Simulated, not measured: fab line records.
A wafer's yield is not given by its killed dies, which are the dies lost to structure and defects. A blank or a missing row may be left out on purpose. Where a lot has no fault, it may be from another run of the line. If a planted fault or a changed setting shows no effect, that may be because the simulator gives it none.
fab line records | flow sky130 | part 2 of 2: steps 43 to 43 of 43
record: lots: 6 | wafers: 18 | lastDay: 50
route steps=708 shown CAPM@540 METAL3@555 VIA3@573 PAD_OPEN@708
lots with no fault: from the same line, run without faults
startH: the number of hours between the record's first day and the start of the first shown wafer of the lot | waitH: how many hours have passed since the lot's step before this one | " the same as in the row above | L1.1+2: one row covering several wafers at once | - no value present, or no start provided | * or withheld: withheld | < > ~ a bound
route shown NAME@n: names a module that has steps shown in the file, with the first one's number in the route | usual: the fault-free wafers' mean and standard deviation | same: alike in all rows | chamber/n: place in a boat | sites: the reading at each site | _std_site: standard deviation across them | _edge_site: the outer-site mean with the inner-site mean subtracted | radiusMm: for every site, how far away it sits from the centre of the wafer | mask NAME#n: copy n | behind: the tool/chamber that last shaped the wafer | hold: the reason the lot was held/the length of the hold in hours/how it ended | device: which transistor (n, p or np) failed to switch | end of line: the route-end tests of the same wafers | where a step has no rows: the recipe by itself | killed: at the first sort, the dies lost to defects and structure; wafer yield is something else | map: a wafer's dies, x killed, . not, _ none there
set.NAME: the setting that was run; set.NAME@STEP: the one run at that earlier step | model.NAME: the simulator's own value behind a step, which no gauge read
lots at selected steps of the route; one table per step, one row per wafer
services: a tool's chamber out of use, with start hour (startH, from the record's first day; less than 0 if before it), hours out, and reason
== steps ==
step: SKY_PAD_OPEN_PROBE_99
usual: defectLimitedYield: 82.5/2 | killed_at_M0_to_M3: 44/7.4 | killed_at_M4_up: 3.0/1.8 | killedAtContacts: 24/5.1 | killedAtFrontEnd: 15/4.3 | killedAtOther: 0.3/0.54 | killedDies: 86/9.9 | killedOpen: 47/7.1 | killedShort: 38/6.7 | sort_bin_3_pad_short: 0.8/0.39 | sort_bin_5_function: 10.4/1.5 | sort_bin_6_memory: 6.2/1.2 | sortNPass: 406/9.9 | sortYieldPct: 82.5/2
same: grossDies: 492 | killedAtBackSide: 0 | sort_bin_4_leakage[%]: 0 | sort_bin_8_speed[%]: 0
lot.wafer | tool      | chamber | startH  | waitH | hold                    | defectLimitedYield[%] | killed_at_M0_to_M3 | killed_at_M4_up | killedAtContacts | killedAtFrontEnd | killedAtOther | killedDies | killedOpen | killedShort | sort_bin_3_pad_short[%] | sort_bin_5_function[%] | sort_bin_6_memory[%] | sortNPass | sortYieldPct[%] | model.etest.tester.sortNPass | model.etest.tester.sortYieldPct | model.etest.tester.sort_bin_5_pct | model.etest.tester.sort_bin_3_pct
L348.2    | prober-02 | -       | 1090.64 | 0.1   | -                       | 83.7                  | 35                 | 5               | 22               | 18               | 0             | 80         | 42         | 38          | 0.6                     | 9.6                    | 6.1                  | 412       | 83.7            | 412                          | 83.74                           | 9.553                             | 0.6098
L348.3    | prober-02 | -       | 1090.69 | 0.2   | -                       | 83.1                  | 40                 | 5               | 23               | 15               | 0             | 83         | 41         | 42          | 1.4                     | 9.8                    | 5.7                  | 409       | 83.1            | 409                          | 83.13                           | 9.756                             | 1.423
L348.6    | prober-02 | -       | 1090.84 | 0.2   | -                       | 86.2                  | 37                 | 1               | 12               | 18               | 0             | 68         | 38         | 30          | 1.2                     | 7.9                    | 4.7                  | 424       | 86.2            | 424                          | 86.18                           | 7.927                             | 1.22
L350.4    | prober-01 | -       | 1097.44 | 0.2   | -                       | 82.9                  | 44                 | 3               | 23               | 14               | 0             | 84         | 53         | 31          | 0.6                     | 8.9                    | 7.5                  | 408       | 82.9            | 408                          | 82.93                           | 8.943                             | 0.6098
L350.5    | prober-01 | -       | 1097.49 | 0.2   | -                       | 83.9                  | 44                 | 2               | 17               | 16               | 0             | 79         | 31         | 48          | 1.6                     | 9.1                    | 5.3                  | 413       | 83.9            | 413                          | 83.94                           | 9.146                             | 1.626
L350.6    | prober-01 | -       | 1097.54 | 0.2   | -                       | 85.0                  | 34                 | 0               | 31               | 9                | 0             | 74         | 33         | 41          | 1.4                     | 6.9                    | 6.7                  | 418       | 85.0            | 418                          | 84.96                           | 6.911                             | 1.423
L360.2    | prober-02 | -       | 1155.78 | 0.1   | awaitDispo/7.6h/release | 69.5                  | 28                 | 4               | 29               | 23               | 66            | 150        | 45         | 39          | 5.3                     | 17.3                   | 7.9                  | 342       | 69.5            | 342                          | 69.51                           | 17.28                             | 5.285
L360.4    | prober-02 | -       | 1155.88 | 0.2   | awaitDispo/7.6h/release | 69.9                  | 36                 | 3               | 21               | 21               | 67            | 148        | 52         | 29          | 4.3                     | 18.7                   | 7.1                  | 344       | 69.9            | 344                          | 69.92                           | 18.7                              | 4.268
L360.6    | prober-02 | -       | 1155.98 | 0.2   | awaitDispo/7.6h/release | 69.3                  | 50                 | 2               | 17               | 15               | 67            | 151        | 39         | 45          | 3.9                     | 19.1                   | 7.7                  | 341       | 69.3            | 341                          | 69.31                           | 19.11                             | 3.862
L361.1    | prober-01 | -       | 1161.07 | 0.1   | awaitDispo/5.6h/release | 78.3                  | 37                 | 3               | 25               | 11               | 31            | 107        | 37         | 39          | 3.3                     | 13.0                   | 5.5                  | 385       | 78.3            | 385                          | 78.25                           | 13.01                             | 3.252
L361.5    | prober-01 | -       | 1161.27 | 0.2   | awaitDispo/5.6h/release | 75.6                  | 51                 | 6               | 24               | 15               | 24            | 120        | 45         | 51          | 2.2                     | 15.4                   | 6.7                  | 372       | 75.6            | 372                          | 75.61                           | 15.45                             | 2.236
L361.6    | prober-01 | -       | 1161.32 | 0.2   | awaitDispo/5.6h/release | 77.6                  | 43                 | 5               | 22               | 15               | 25            | 110        | 43         | 42          | 3.0                     | 13.2                   | 6.1                  | 382       | 77.6            | 382                          | 77.64                           | 13.21                             | 3.049
L364.3    | prober-02 | -       | 1173.04 | 0.2   | -                       | 84.6                  | 42                 | 3               | 15               | 16               | 0             | 76         | 48         | 28          | 0.6                     | 10.2                   | 4.7                  | 416       | 84.6            | 416                          | 84.55                           | 10.16                             | 0.6098
L364.4    | prober-02 | -       | 1173.09 | 0.2   | -                       | 80.7                  | 51                 | 5               | 22               | 17               | 0             | 95         | 51         | 44          | 1.0                     | 11.6                   | 6.7                  | 397       | 80.7            | 397                          | 80.69                           | 11.59                             | 1.016
L364.5    | prober-02 | -       | 1173.14 | 0.2   | -                       | 78.3                  | 49                 | 4               | 30               | 23               | 1             | 107        | 52         | 54          | 1.6                     | 14.2                   | 5.9                  | 385       | 78.3            | 385                          | 78.25                           | 14.23                             | 1.626
L370.1    | prober-02 | -       | 1211.64 | 0.1   | -                       | 81.3                  | 55                 | 1               | 26               | 10               | 0             | 92         | 52         | 40          | 1.0                     | 11.6                   | 6.1                  | 400       | 81.3            | 400                          | 81.3                            | 11.59                             | 1.016
L370.2    | prober-02 | -       | 1211.69 | 0.1   | -                       | 82.9                  | 51                 | 4               | 15               | 13               | 1             | 84         | 55         | 29          | 1.2                     | 10.0                   | 5.9                  | 408       | 82.9            | 408                          | 82.93                           | 9.959                             | 1.22
L370.3    | prober-02 | -       | 1211.74 | 0.2   | -                       | 81.9                  | 44                 | 5               | 26               | 14               | 0             | 89         | 47         | 42          | 0.8                     | 11.0                   | 6.3                  | 403       | 81.9            | 403                          | 81.91                           | 10.98                             | 0.813
killed by level:class
L348.2 CONTACT:geometricParticle:open=11 VIA1:geometricParticle:open=7 CONTACT:geometricParticle:short=6 FIELD_ISO:geometricParticle:short=5 VIA1:geometricParticle:short=5 METAL2:geometricParticle:short=5 VIA2:geometricParticle:open=5 POLY_GATE:geometricParticle:open=4
L348.3 VIA1:geometricParticle:open=11 CONTACT:geometricParticle:open=9 VIA2:geometricParticle:open=6 VIA1:geometricParticle:short=6 POLY_GATE:geometricParticle:short=5 LOCAL_INTERCONNECT:geometricParticle:short=5 METAL4:geometricParticle:short=5 METAL1:geometricParticle:short=4
L348.6 VIA1:geometricParticle:open=9 VIA2:geometricParticle:open=7 LI_CONTACT:geometricParticle:open=6 FIELD_ISO:geometricParticle:open=5 FIELD_ISO:geometricParticle:short=5 METAL1:geometricParticle:short=4 VIA1:geometricParticle:short=4 VIA2:geometricParticle:short=4
L350.4 VIA1:geometricParticle:open=10 VIA3:geometricParticle:open=10 VIA2:geometricParticle:open=9 CONTACT:geometricParticle:open=7 LOCAL_INTERCONNECT:geometricParticle:short=5 CONTACT:geometricParticle:short=5 POLY_GATE:geometricParticle:open=4 POLY_GATE:geometricParticle:short=3
L350.5 FIELD_ISO:geometricParticle:short=8 LI_CONTACT:geometricParticle:open=8 METAL2:geometricParticle:short=7 VIA3:geometricParticle:open=6 METAL1:geometricParticle:short=5 VIA1:geometricParticle:open=5 VIA2:geometricParticle:open=5 VIA2:geometricParticle:short=5
L350.6 LI_CONTACT:geometricParticle:open=12 VIA3:geometricParticle:short=7 METAL1:geometricParticle:short=6 CONTACT:geometricParticle:short=5 LI_CONTACT:geometricParticle:short=5 CONTACT:geometricParticle:open=5 LOCAL_INTERCONNECT:geometricParticle:short=4 METAL2:geometricParticle:short=4
L360.2 CAPM:unspecified=66 VIA1:geometricParticle:open=11 FIELD_ISO:geometricParticle:short=8 CONTACT:geometricParticle:open=8 LI_CONTACT:geometricParticle:open=8 POLY_GATE:geometricParticle:open=6 CONTACT:geometricParticle:short=6 LOCAL_INTERCONNECT:geometricParticle:short=4
L360.4 CAPM:unspecified=67 VIA1:geometricParticle:open=13 FIELD_ISO:geometricParticle:open=8 LI_CONTACT:geometricParticle:open=7 CONTACT:geometricParticle:open=7 METAL1:geometricParticle:short=4 VIA2:geometricParticle:open=4 FIELD_ISO:geometricParticle:short=3
L360.6 CAPM:unspecified=67 VIA1:geometricParticle:open=11 VIA1:geometricParticle:short=7 CONTACT:geometricParticle:open=7 METAL1:geometricParticle:short=7 FIELD_ISO:geometricParticle:open=5 METAL2:geometricParticle:short=5 VIA2:geometricParticle:open=5
L361.1 CAPM:unspecified=31 VIA1:geometricParticle:open=10 CONTACT:geometricParticle:open=9 LI_CONTACT:geometricParticle:open=8 FIELD_ISO:geometricParticle:short=7 VIA3:geometricParticle:short=7 VIA1:geometricParticle:short=5 CONTACT:geometricParticle:short=4
L361.5 CAPM:unspecified=24 VIA1:geometricParticle:open=11 LOCAL_INTERCONNECT:geometricParticle:short=8 METAL2:geometricParticle:short=8 VIA2:geometricParticle:open=8 CONTACT:geometricParticle:open=7 VIA1:geometricParticle:short=7 FIELD_ISO:geometricParticle:short=6
L361.6 CAPM:unspecified=25 VIA1:geometricParticle:open=16 POLY_GATE:geometricParticle:short=7 VIA1:geometricParticle:short=6 VIA2:geometricParticle:open=5 CONTACT:geometricParticle:open=5 CONTACT:geometricParticle:short=5 METAL1:geometricParticle:short=5
L364.3 VIA3:geometricParticle:open=9 VIA1:geometricParticle:open=8 CONTACT:geometricParticle:open=7 LI_CONTACT:geometricParticle:open=6 VIA2:geometricParticle:open=6 POLY_GATE:geometricParticle:short=5 FIELD_ISO:geometricParticle:open=4 VIA2:geometricParticle:short=4
L364.4 VIA3:geometricParticle:open=13 VIA1:geometricParticle:open=9 METAL2:geometricParticle:short=9 FIELD_ISO:geometricParticle:open=7 CONTACT:geometricParticle:open=6 VIA1:geometricParticle:short=5 LI_CONTACT:geometricParticle:open=5 POLY_GATE:geometricParticle:short=4
L364.5 METAL1:geometricParticle:short=11 CONTACT:geometricParticle:open=9 LI_CONTACT:geometricParticle:open=9 VIA1:geometricParticle:open=9 CONTACT:geometricParticle:short=8 FIELD_ISO:geometricParticle:short=7 FIELD_ISO:geometricParticle:open=7 METAL2:geometricParticle:short=5
L370.1 VIA1:geometricParticle:open=12 CONTACT:geometricParticle:open=12 METAL2:geometricParticle:short=9 VIA1:geometricParticle:short=8 LI_CONTACT:geometricParticle:open=6 VIA3:geometricParticle:open=6 VIA2:geometricParticle:open=5 CONTACT:geometricParticle:short=4
L370.2 VIA3:geometricParticle:open=14 VIA1:geometricParticle:open=10 VIA2:geometricParticle:open=9 CONTACT:geometricParticle:open=6 FIELD_ISO:geometricParticle:short=4 POLY_GATE:geometricParticle:open=4 LI_CONTACT:geometricParticle:open=4 METAL3:geometricParticle:short=4
L370.3 VIA1:geometricParticle:open=14 CONTACT:geometricParticle:open=8 FIELD_ISO:geometricParticle:short=7 LI_CONTACT:geometricParticle:open=7 METAL1:geometricParticle:short=6 VIA3:geometricParticle:open=6 CONTACT:geometricParticle:short=5 METAL2:geometricParticle:open=5
map L360.6 (x killed, . not)
__________.........._________
________.....xxx.xx..._______
______..x............x.._____
_____xx..................____
____......x......x......x.___
___...............x....x...__
__....x..x........x........._
_....x.xxx..xx.x...........x.
_x......xxxxxxx.....x...x....
_xx....xxxxxxxx...xx....xx.xx
_x...xxxxxxxxxx........x...x.
_....xxxxxxxxxxx..xx.xx......
_..xx.xxxxxxxxxx....x.x.....x
_....xxxxxxxxxx.xx.......x.xx
_..x...xxxxxxxxx...x....x....
__x.....x.xxxxx......x..x..._
___x.......................__
____......xxx.x.......x...___
_____x..x.x.x...x.x......____
______.x............x..._____
________.x.x.........x_______
__________..x.x..x.x_________
map L361.5 (x killed, . not)
__________...x.x.x.x_________
________.x.......x.xxx_______
______.........x..xxxxxx_____
_____.x.xx..x...xx..xxxxx____
____....x....xx.x..xxxxxxx___
___...xx............x..xx.x__
__.......x.............x..x._
_.................x.xxx......
_x.xx.x...xx...xx....x..x....
_...x..x....x.x...........xx.
_...x.x.x.x........xx........
_x..x....x........xxx........
_....................xxx.....
_x........x..................
_x.x............x.....x...x.x
__x.............x....x...x.._
___.....x.....x..........x.__
____.xx...xx.xx...........___
_____.xxx.x.x.........xx.____
______.............x..xx_____
________..x....x....xx_______
__________.....x.x.x_________
== services ==
tool           | chamber | startH  | hours | kind
plasmaAsher-02 | -       | 874.67  | 2.9   | repair
rieMetal-02    | 1       | 881.89  | -     | clean
rieMetal-02    | 1       | 881.89  | 20.7  | scheduledDown
rieMetal-02    | 1       | 881.89  | 20.7  | ventCycle
rieDiel-04     | 3       | 882.93  | 4.1   | repair
wetBench-02    | -       | 897.20  | 2.3   | repair
rieDiel-03     | 1       | 899.67  | 6.2   | repair
rieDiel-02     | -       | 919.46  | 1.7   | repair
rieDiel-03     | 3       | 929.04  | 6.7   | repair
rieDiel-02     | 1       | 934.92  | 3.7   | repair
rieDiel-03     | 3       | 945.49  | 3.3   | repair
rieDiel-03     | -       | 952.53  | 2.8   | pm
rieMetal-03    | 0       | 961.10  | 45.0  | repair
rieDiel-04     | 3       | 982.85  | 1.9   | repair
rieDiel-04     | -       | 984.46  | 0.5   | repair
rieDiel-02     | -       | 991.60  | 0.7   | repair
rieDiel-02     | -       | 995.46  | 2.2   | repair
plasmaAsher-01 | -       | 1015.86 | 9.2   | repair
rieDiel-02     | 1       | 1022.27 | 7.2   | repair
rieMetal-01    | -       | 1025.86 | 1.4   | pm
plasmaAsher-01 | -       | 1028.03 | 6.2   | repair
rieMetal-01    | -       | 1040.47 | 2.8   | pm
plasmaAsher-02 | -       | 1055.25 | 9.0   | pm
plasmaAsher-03 | -       | 1072.20 | 14.6  | pm
== key ==
firstSign: step: SKY_PAD_OPEN_PROBE_99 | reading: killedAtOther | direction: up | sigmas: 46 | usual: 0.3 | struck: 46.7
effect: step: SKY_PAD_OPEN_PROBE_99 | reading: sort_bin_3_pad_short | direction: up | sigmas: 7.2 | usual: 0.8 | struck: 3.7
modelEffect: step: SKY_PAD_OPEN_PROBE_99 | value: etest.tester.sortNPass | without: 402 | struck: 361
metAt SKY_CAPM_STRIP_15
struckWafers L360.2,L360.4,L360.6,L361.1,L361.5,L361.6
fault: kind: chamberParticleSource | tool: wetBench-02 | chamber: - | onsetH: 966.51 | steps: SKY_CAPM_STRIP_15 | ratePerVisitCm2: 1.6186 | endH: 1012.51
